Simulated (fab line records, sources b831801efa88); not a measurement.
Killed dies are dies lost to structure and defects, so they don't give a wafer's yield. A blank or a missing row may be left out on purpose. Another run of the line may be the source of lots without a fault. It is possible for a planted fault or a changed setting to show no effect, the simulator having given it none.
Matching of chambers -- flow gf180mcu -- GF_V3_CMP_26 on cmp-01: 4 sister chambers
The step polishes, stops on SiO2, t overpolish 15 s, target thk 0 nm. 4 wafers are shown with their chamber, then 12 later ones without.

WAFERS, EACH WITH ITS CHAMBER
wafer,chamber,motor current A (A)
L089.6,0,10.8
L091.1,2,10.1
L091.4,1,12.0
L091.5,3,11.1

WAFERS WITHOUT THEIR CHAMBER
wafer,motor current A (A)
L092.2,11.6
L092.3,12.0
L092.4,10.0
L093.1,11.3
L093.2,9.6
L093.6,10.2
L094.2,12.7
L094.4,10.4
L094.5,11.8
L096.1,11.4
L096.3,9.9
L096.4,12.0

THE CHAMBER EACH PASSED THROUGH
wafer,from the rows above,in truth
L092.2,can't be placed: 1 or 3 or 0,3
L092.3,1,1
L092.4,2,2
L093.1,can't be placed: 3 or 0 or 1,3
L093.2,2,2
L093.6,can't be placed: 2 or 0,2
L094.2,1,1
L094.4,can't be placed: 2 or 0 or 3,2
L094.5,can't be placed: 1 or 3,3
L096.1,can't be placed: 3 or 0 or 1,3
L096.3,2,2
L096.4,1,1
Placed correctly: 6 of 12. Unplaceable from these rows: 6, with the true chamber sitting among the candidates in 6. 0 placed wrongly.
How it was worked out, from the rows above alone: a wafer's distance from a chamber is the root of the sum, over the readings, of the square of ((its reading less the chamber's mean) divided by the reading's scatter). The wafer belongs to the nearest chamber; if the next one is less than 2 further off, it can't be placed. For every chamber, the mean is computed from those of its wafers that are shown. The scatter (one wafer shown for each chamber): square how far every hidden wafer sits from the nearest shown wafer, average those squares and take the square root.
